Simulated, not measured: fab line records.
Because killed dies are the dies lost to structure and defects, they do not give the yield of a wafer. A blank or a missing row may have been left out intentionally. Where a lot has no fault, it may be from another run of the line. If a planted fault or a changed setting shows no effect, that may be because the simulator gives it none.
What tool caused it? -- flow sky130 -- 14 lots with 42 wafers sampled at 7 steps, on a route of 708 steps

WHAT THE GAUGES SHOWED, per wafer
SKY_VT_ADJUST_NCORE_TW_MEAS_11.
lot,measured,on,VT_ADJUST_NCORE_TW
L348,day 8 20:34,film-metro-03,216.0 216.3 216.2
L349,day 8 22:28,film-metro-04,216.7 217.4 216.4
L357,day 11 03:57,film-metro-02,220.4 220.0 218.8
L358,day 11 11:20,film-metro-03,216.8 217.7 217.7
L359,day 11 20:58,film-metro-03,216.3 216.6 217.6
L360,day 12 02:43,film-metro-03,216.8 215.8 215.8
L361,day 12 12:31,film-metro-04,214.9 214.7 214.6
L362,day 12 20:16,film-metro-02,218.1 218.5 218.2
L364,day 13 05:29,film-metro-03,215.0 215.6 213.9
L366,day 13 19:57,film-metro-04,216.1 216.0 216.5
L367,day 14 08:33,film-metro-04,216.0 215.7 216.0
L369,day 14 22:04,film-metro-02,216.7 217.7 218.2
L370,day 15 02:16,film-metro-02,219.8 218.3 218.4
L371,day 15 12:18,film-metro-04,215.2 214.3 215.9

SKY_SONOS_TUNNEL_TW_MEAS_12.
lot,measured,on,SONOS_TUNNEL_TW
L348,day 11 17:07,film-metro-03,195.1 195.1 196.1
L349,day 11 18:22,film-metro-02,198.5 199.0 199.4
L357,day 14 09:06,film-metro-02,195.9 196.5 197.6
L358,day 14 16:14,film-metro-02,196.5 196.4 195.5
L359,day 15 01:29,film-metro-02,195.9 197.4 196.9
L360,day 15 07:02,film-metro-02,198.7 197.0 197.6
L361,day 15 18:25,film-metro-02,196.1 197.2 196.6
L362,day 16 04:34,film-metro-02,196.5 197.7 195.8
L364,day 16 14:27,film-metro-01,199.3 198.3 199.4
L366,day 17 07:01,film-metro-03,194.4 193.4 193.8
L367,day 17 20:29,film-metro-03,193.0 193.5 194.0
L369,day 18 12:07,film-metro-01,197.3 196.9 195.6
L370,day 18 17:16,film-metro-02,198.2 198.8 196.0
L371,day 19 04:24,film-metro-03,194.1 192.6 192.7

SKY_SD_P_CD_MEAS_07: the cd target is 380 nm.
lot,measured,on,cd-nm (nm)
L348,day 25 19:42,cd-sem-02,378.2 378.0 380.3
L349,day 25 21:54,cd-sem-02,377.7 378.3 375.6
L357,day 29 03:47,cd-sem-02,378.2 - -
L358,day 29 06:15,cd-sem-02,- 376.3 378.1
L359,day 29 11:06,cd-sem-01,378.5 380.4 378.4
L360,day 29 19:36,cd-sem-01,379.2 378.5 380.4
L361,day 30 06:21,cd-sem-02,374.8 376.3 374.7
L362,day 30 17:24,cd-sem-01,378.3 380.1 378.5
L364,day 30 20:40,cd-sem-01,378.2 377.7 377.0
L366,day 31 19:26,cd-sem-01,375.9 376.8 377.7
L367,day 32 03:56,cd-sem-01,382.2 381.1 381.9
L369,day 32 19:10,cd-sem-02,380.7 382.8 383.1
L370,day 33 00:11,cd-sem-01,379.1 382.1 380.4
L371,day 33 05:33,cd-sem-01,376.7 377.4 380.9

SKY_SD_P_OVL_MEAS_08.
lot,measured,on,SD_P_OVL (nm)
L348,day 25 19:49,overlay-01,-1.8 -4.1 -1.6
L349,day 25 22:01,overlay-02,-2.6 1.8 -0.9
L357,day 29 03:55,overlay-01,-2.2 - -
L358,day 29 06:20,overlay-02,- -1.3 -0.1
L359,day 29 11:13,overlay-02,1.1 -1.2 -1.1
L360,day 29 19:43,overlay-01,-2.6 -3.7 -1.6
L361,day 30 06:28,overlay-01,-3.9 -3.4 -3.3
L362,day 30 17:31,overlay-01,-0.6 -2.2 -0.9
L364,day 30 20:44,overlay-01,-2.8 -3.3 -5.2
L366,day 31 19:34,overlay-02,-3.6 -1.3 -2.8
L367,day 32 04:03,overlay-02,0.9 -0.8 0.9
L369,day 32 19:16,overlay-02,-1.3 -1.0 1.6
L370,day 33 00:17,overlay-02,-1.6 -1.0 -2.8
L371,day 33 05:40,overlay-01,-2.4 -2.9 -1.6

SKY_SD_P_TW_MEAS_11.
lot,measured,on,SD_P_TW
L348,day 25 20:06,film-metro-01,2814 2809 2824
L349,day 25 22:18,film-metro-01,2811 2817 2823
L357,day 29 04:12,film-metro-01,2835 30 30
L358,day 29 06:38,film-metro-02,30 2815 2822
L359,day 29 11:30,film-metro-04,2787 2783 2786
L360,day 29 20:00,film-metro-04,2806 2795 2796
L361,day 30 06:45,film-metro-02,2814 2836 2836
L362,day 30 17:48,film-metro-02,2826 2815 2839
L364,day 30 21:02,film-metro-04,2768 2778 2770
L366,day 31 19:51,film-metro-04,2777 2788 2783
L367,day 32 04:20,film-metro-04,2838 2841 2839
L369,day 32 19:34,film-metro-04,2845 2829 2841
L370,day 33 00:34,film-metro-02,2811 2809 2790
L371,day 33 05:57,film-metro-02,2796 2805 2798

SKY_METAL2_CD_MEAS_15: the cd target is 140 nm.
lot,measured,on,cd-nm (nm)
L348,day 35 11:07,cd-sem-01,139.6 139.8 138.1
L349,day 35 13:49,cd-sem-02,139.2 138.9 137.8
L357,day 38 11:33,cd-sem-01,136.8 138.0 137.8
L358,day 38 15:43,cd-sem-01,141.5 141.2 139.6
L359,day 38 19:13,cd-sem-02,137.6 139.1 137.3
L360,day 39 04:09,cd-sem-01,139.9 140.4 140.0
L361,day 39 10:13,cd-sem-02,138.3 138.8 138.8
L362,day 39 23:10,cd-sem-01,138.9 139.9 138.5
L364,day 40 00:01,cd-sem-02,142.2 142.2 141.1
L366,day 40 22:23,cd-sem-02,140.8 139.8 140.4
L367,day 41 09:00,cd-sem-02,141.4 139.9 138.7
L369,day 41 20:27,cd-sem-02,137.6 138.8 139.6
L370,day 41 22:59,cd-sem-02,139.4 140.0 138.7
L371,day 42 06:39,cd-sem-02,137.3 137.4 137.8

TOOL THAT RAN EACH LOT (tool first, then ch and the chambers of the sampled wafers, then the start)
lot,SKY_SD_P_DEVELOP_06
L348,"litho-track-02 ch 0, day 25 19:33"
L349,"litho-track-02 ch 0, day 25 21:45"
L357,"litho-track-03 ch 0, day 29 03:38"
L358,"litho-track-03 ch 0, day 29 06:07"
L359,"litho-track-02 ch 0, day 29 10:58"
L360,"litho-track-02 ch 0, day 29 19:28"
L361,"litho-track-02 ch 0, day 30 06:12"
L362,"litho-track-02 ch 0, day 30 17:16"
L364,"litho-track-04 ch 0, day 30 20:31"
L366,"litho-track-03 ch 0, day 31 19:17"
L367,"litho-track-02 ch 0, day 32 03:47"
L369,"litho-track-04 ch 0, day 32 19:01"
L370,"litho-track-03 ch 0, day 33 00:02"
L371,"litho-track-04 ch 0, day 33 05:24"
- SKY_SD_P_DEVELOP_06: develop time 60 s.

WHAT THE TOOLS THEMSELVES READ (means of the sampled wafers that have a number; where no wafer has one, the mark that the record gives instead)
SKY_SD_P_DEVELOP_06.
lot,tool,developer-temp-C (C),exhaust-pa (Pa)
L348,litho-track-02,23.00,43.9
L349,litho-track-02,23.07,45.3
L357,litho-track-03,23.13,45.1
L358,litho-track-03,23.03,45.0
L359,litho-track-02,22.93,45.5
L360,litho-track-02,22.95,45.2
L361,litho-track-02,22.92,45.3
L362,litho-track-02,23.15,45.1
L364,litho-track-04,22.97,45.1
L366,litho-track-03,22.99,45.6
L367,litho-track-02,23.01,45.1
L369,litho-track-04,23.00,45.8
L370,litho-track-03,23.05,44.5
L371,litho-track-04,23.05,44.4

THE ANSWER, worked out from the rows above alone
Rule: the lots themselves supply what counts as usual. Put in order of their means at a reading, lots are off if they are a third of the lots or fewer, leave a main group of 4 or more, and stand apart from it by a gap of 3 or more times the standard deviation of the main group's means; of several such gaps the widest counts. Not used: any main group whose means are identical at the precision the tables above print for the reading. A lot without any number at a reading at which 4 lots or more have one is off too. All remaining lots with rows at the step are treated as sound. Order of review: gauges by route order, followed by the tools' own readings, for which a lot's mean as printed above is used. The first step at which some lot is off is used, and at that step the reading that is off furthest; a lot without a number counts as furthest.
Off: L357, L358, seen at SKY_SD_P_TW_MEAS_11 (SD_P_TW). Main group: mean 2809, sd 21.
If a tool, at a process step before that reading, ran all the lots that are off and no sound lot after the first of them, it fits. Those tools and the gauges at SKY_SD_P_TW_MEAS_11 are tried in the same way. Of those tried, none fits.

WHAT THE SIMULATOR HAD INSERTED
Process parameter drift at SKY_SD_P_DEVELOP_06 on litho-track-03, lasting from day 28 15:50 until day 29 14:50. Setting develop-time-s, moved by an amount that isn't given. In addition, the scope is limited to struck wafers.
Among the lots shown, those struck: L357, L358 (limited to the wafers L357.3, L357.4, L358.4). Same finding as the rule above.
